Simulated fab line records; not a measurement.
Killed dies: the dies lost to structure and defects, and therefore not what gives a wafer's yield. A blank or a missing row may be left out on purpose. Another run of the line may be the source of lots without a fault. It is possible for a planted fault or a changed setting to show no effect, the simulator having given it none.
8D (eight disciplines) problem report, filled in by code + flow sky130 + the parts of the form that need people (team, actions taken, sign-off) are left out

## 1. WHAT WENT WRONG
At SKY_PAD_OPEN_PROBE_99, killed_at_M4_up averages 42.8 over 6 wafers from 2 lots, while fault-free wafers read 3.0, standard deviation 1.8. Relative to the usual mean, that is a shift of +22 standard deviations.
The first sign was on wafer L192.2 at day 47 03:17, on prober-02. Wafers with a number at this step in the record: 18, from 6 lots. By rule, "out" or "out of limits" means more than 4 standard deviations away from the usual mean. The other wafers with a number count as sound.

## 2. WHAT IT IS, WHAT IT ISN'T
| question                    | is                                    | is not                                                                                             |
|-----------------------------|---------------------------------------|----------------------------------------------------------------------------------------------------|
| which readings at this step | killed_at_M4_up, sort_bin_3_pad_short | killed_at_M0_to_M3, killedAtContacts, killedAtFrontEnd, killedOpen, killedShort, sort_bin_6_memory |
| which lots                  | L192, L193                            | L191, L203, L205, L206                                                                             |
| which wafers of those lots  | all that have a number                | -                                                                                                  |
| read on which tools         | prober-01, prober-02                  | -                                                                                                  |
| when                        | from day 47 03:17                     | up to then (3 sound wafers); but 9 sound wafers of L203, L205, L206 came after                     |

## 3. THE SUSPECTS, EACH WITH WHAT RULES IT OUT
Counting: any tool at a process step up to the reading is kept as a suspect provided that every lot that is out went through it and no sound lot did after the first of them.
- pvdSputter-04 at SKY_METAL4_SPUTTER_00 (material Ti, target thk 15 nm, time 10 s): ruled out as a lasting fault. Following L192 (day 41 08:53), the first lot on it that is out, the sound lots L205 were run on it.
- pvdSputter-04 at SKY_METAL4_SPUTTER_01 (material TiN, target thk 20 nm, time 16.7 s): ruled out as a lasting fault. Following L192 (day 41 08:55), the first lot on it that is out, the sound lots L205 were run on it.
- pvdSputter-04 at SKY_METAL4_SPUTTER_02 (material AlCu, target thk 735 nm, time 39.1 s): ruled out as a lasting fault. Following L192 (day 41 08:56), the first lot on it that is out, the sound lots L205 were run on it.
- pvdSputter-04 at SKY_METAL4_SPUTTER_04 (material TiN, target thk 70 nm, time 58.3 s): ruled out as a lasting fault. Following L192 (day 41 08:59), the first lot on it that is out, the sound lots L205 were run on it.
Left after counting: nothing in the record.

## 4. THE CAUSE (what the simulator had put in)
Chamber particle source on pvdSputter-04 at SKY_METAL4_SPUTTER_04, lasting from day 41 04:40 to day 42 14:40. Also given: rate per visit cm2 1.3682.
Counting ruled it out, wrongly: the rule takes a fault to strike every lot that its tool runs from its start on, and this one did not.

## 5. THE EFFECT CHAIN, in route order
Each row: a reading where the mean over the struck wafers with a number is more than 3 standard deviations away from the usual. Only readings for which the record gives a usual standard deviation are gone through. hours: the time from each lot's start at the first step in this table that gives one to its start at this step, as a median over the lots. sigmas: the change in usual standard deviations.
| hours | step                  | reading              | usual | on struck wafers | change | sigmas |
|-------|-----------------------|----------------------|-------|------------------|--------|--------|
| 0     | SKY_PAD_OPEN_PROBE_99 | killed_at_M4_up      | 3.0   | 42.8             | +39.8  | +22    |
| 0     | SKY_PAD_OPEN_PROBE_99 | sort_bin_3_pad_short | 1.0 % | 3.4              | +2.4   | +5.7   |
It contains these process steps:
- SKY_PAD_OPEN_PROBE_99

## 6. HOW IT WOULD HAVE BEEN CAUGHT EARLIER
In this record no reading fell out of limits until day 47 03:17, 143 hours after the fault had begun at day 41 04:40.
An alarm limit of 4 standard deviations would not have fired on the tool readings at SKY_METAL4_SPUTTER_04 for which the record gives a usual standard deviation, since none of them was out on any struck wafer.
